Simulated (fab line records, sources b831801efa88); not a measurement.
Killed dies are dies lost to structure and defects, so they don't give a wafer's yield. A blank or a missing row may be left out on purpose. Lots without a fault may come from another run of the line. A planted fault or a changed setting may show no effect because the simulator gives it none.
One fault seen from 2 desks | flow gf180mcu | each desk has only its own numbers; what lay behind them comes last

THE METROLOGY DESK
What the gauges read, lot by lot, whatever tool the lot ran on: means of the sampled wafers that have a number. A lot is out of limits, marked OUT, if its mean lies more than 4 standard deviations from the usual mean; the brackets give that distance.
Columns: A = PSD_OVL at GF_PSD_OVL_MEAS_08, usual -1.4 nm; B = PSD_TW at GF_PSD_TW_MEAS_11, usual 3185; C = SAB_OVL at GF_SAB_OVL_MEAS_10, usual 0.6 nm
lot  | first seen here | A    | B    | C
L392 | day 14 09:11    | -2.0 | 3201 | -0.1
L393 | day 14 18:46    | -2.1 | 3191 | 1.5
L395 | day 15 11:52    | -1.4 | 3209 | 0.4
L396 | day 16 00:50    | -1.0 | 3202 | 1.1
L397 | day 16 03:05    | -2.8 | 3159 | 1.7
L402 | day 18 03:37    | -1.7 | 3206 | 3.4
L404 | day 18 18:40    | -0.7 | 3189 | 1.3
L405 | day 19 02:34    | -1.6 | 3208 | -1.3
L409 | day 20 19:56    | -0.7 | 3186 | 0.0
L410 | day 21 00:07    | -1.4 | 3193 | 0.3
L412 | day 21 17:47    | -0.9 | 3167 | 1.0
L413 | day 22 01:46    | -1.1 | 3160 | 1.2
L414 | day 22 11:29    | -0.9 | 3172 | 0.1
This desk's finding: nothing out of limits on any of the 13 lots.

THE TOOL OWNER'S DESK: rie_diel-01
The tool's own readings at GF_CONTACT_ETCH_17 (etches SiO2 in C4F8/O2/Ar, stops on CoSi2, target depth 860 nm): means of the sampled wafers that have a number, for each lot that ran on this tool. A lot is out of limits, marked OUT, if its mean lies more than 4 standard deviations from the usual mean; the brackets give that distance.
Columns: A = bias_w at GF_CONTACT_ETCH_17, usual 1200 W; B = chamber_pressure_mTorr at GF_CONTACT_ETCH_17, usual 40.00 mTorr; C = oes_product_au at GF_CONTACT_ETCH_17, usual 0.815 a.u.
lot  | first seen here | A    | B     | C
L392 | day 16 06:00    | 1199 | 40.02 | 0.818
L402 | day 20 06:00    | 1199 | 39.99 | 0.816
L404 | day 20 22:00    | 1199 | 40.01 | 0.811
L405 | day 21 05:00    | 1199 | 40.01 | 0.818
L414 | day 24 11:00    | 1196 | 39.96 | 0.810
This desk's finding: nothing out of limits on any of the 5 lots.

PUT TOGETHER
The metrology desk saw nothing out of limits.
The tool owner's desk saw nothing out of limits.

WHAT THE SIMULATOR HAD PUT IN
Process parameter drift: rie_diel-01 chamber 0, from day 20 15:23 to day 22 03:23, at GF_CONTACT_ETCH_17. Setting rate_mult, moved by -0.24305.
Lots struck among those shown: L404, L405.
